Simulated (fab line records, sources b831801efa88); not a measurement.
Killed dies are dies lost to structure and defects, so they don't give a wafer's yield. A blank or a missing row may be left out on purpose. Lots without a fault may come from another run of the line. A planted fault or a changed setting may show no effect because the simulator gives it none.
One fault seen from 2 desks | flow sky130 | each desk has only its own numbers; what lay behind them comes last

THE TOOL OWNER'S DESK: implanter-03
The tool's own readings at SKY_LDD_LDN_IMPLANT_09: means of the sampled wafers that have a number, for each lot that ran on this tool. A lot is out of limits, marked OUT, if its mean lies more than 4 standard deviations from the usual mean; the brackets give that distance.
Columns: A = beam_on_s at SKY_LDD_LDN_IMPLANT_09, usual 10.02 s; B = dose_ions_cm2 at SKY_LDD_LDN_IMPLANT_09, usual 1.25e+13; C = faraday_current_uA at SKY_LDD_LDN_IMPLANT_09, usual 70.4
lot  | first seen here | A     | B                          | C
L670 | day 23 03:25    | 10.18 | 1.25e+13                   | 69.5
L672 | day 23 21:13    | 10.04 | 1.25e+13                   | 70.3
L676 | day 25 19:16    | 10.13 | 1.25e+13                   | 69.5
L677 | day 26 01:56    | 10.01 | 1.25e+13                   | 70.3
L679 | day 26 07:25    | 9.86  | 1.25e+13                   | 71.4
L680 | day 26 23:17    | 9.93  | 1.85e+13 (+99 or more) OUT | 105.2 (+25) OUT
L684 | day 28 03:25    | 10.18 | 1.85e+13 (+99 or more) OUT | 102.5 (+23) OUT
This desk's finding: out of limits on L680, L684; first on L680, day 26 23:17 (dose_ions_cm2 at SKY_LDD_LDN_IMPLANT_09). In limits: L670, L672, L676, L677, L679.

THE METROLOGY DESK
What the gauges read, lot by lot, whatever tool the lot ran on: means of the sampled wafers that have a number. A lot is out of limits, marked OUT, if its mean lies more than 4 standard deviations from the usual mean; the brackets give that distance.
Columns: A = SONOS_TUNNEL_TW at SKY_SONOS_TUNNEL_TW_MEAS_12, usual 197.9; B = LDD_HVP_TW at SKY_LDD_HVP_TW_MEAS_10, usual 460; C = LDD_LDN_TW at SKY_LDD_LDN_TW_MEAS_13, usual 1478
lot  | first seen here | A     | B   | C
L670 | day 11 18:35    | 198.9 | 465 | 1489
L672 | day 12 05:29    | 195.3 | 458 | 1490
L673 | day 13 15:47    | 199.1 | 458 | 1476
L676 | day 14 02:20    | 198.8 | 458 | 1474
L677 | day 14 04:35    | 198.1 | 460 | 1485
L679 | day 14 12:26    | 198.9 | 461 | 1462
L680 | day 15 01:00    | 199.6 | 462 | 1513
L681 | day 15 12:11    | 197.4 | 458 | 1480
L684 | day 16 08:34    | 196.4 | 453 | 1514
L690 | day 18 12:08    | 197.5 | 466 | 1487
L691 | day 18 17:13    | 197.1 | 456 | 1486
L692 | day 19 02:25    | 196.8 | 460 | 1488
This desk's finding: nothing out of limits on any of the 12 lots.

PUT TOGETHER
The tool owner's desk could have raised an alarm at day 26 23:17, on L680, L684.
The metrology desk saw nothing out of limits.
The metrology desk has L680, L684 on record, within its limits.
Of the lots named, all ran SKY_LDD_LDN_IMPLANT_09 on implanter-03.

WHAT THE SIMULATOR HAD PUT IN
Process parameter drift: implanter-03, from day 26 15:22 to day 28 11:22, at SKY_LDD_LDN_IMPLANT_09. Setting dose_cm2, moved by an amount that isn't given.
Lots struck among those shown: L680, L684.
Hours from the fault's start to each desk's first reading out of limits: the tool owner's desk, 8.
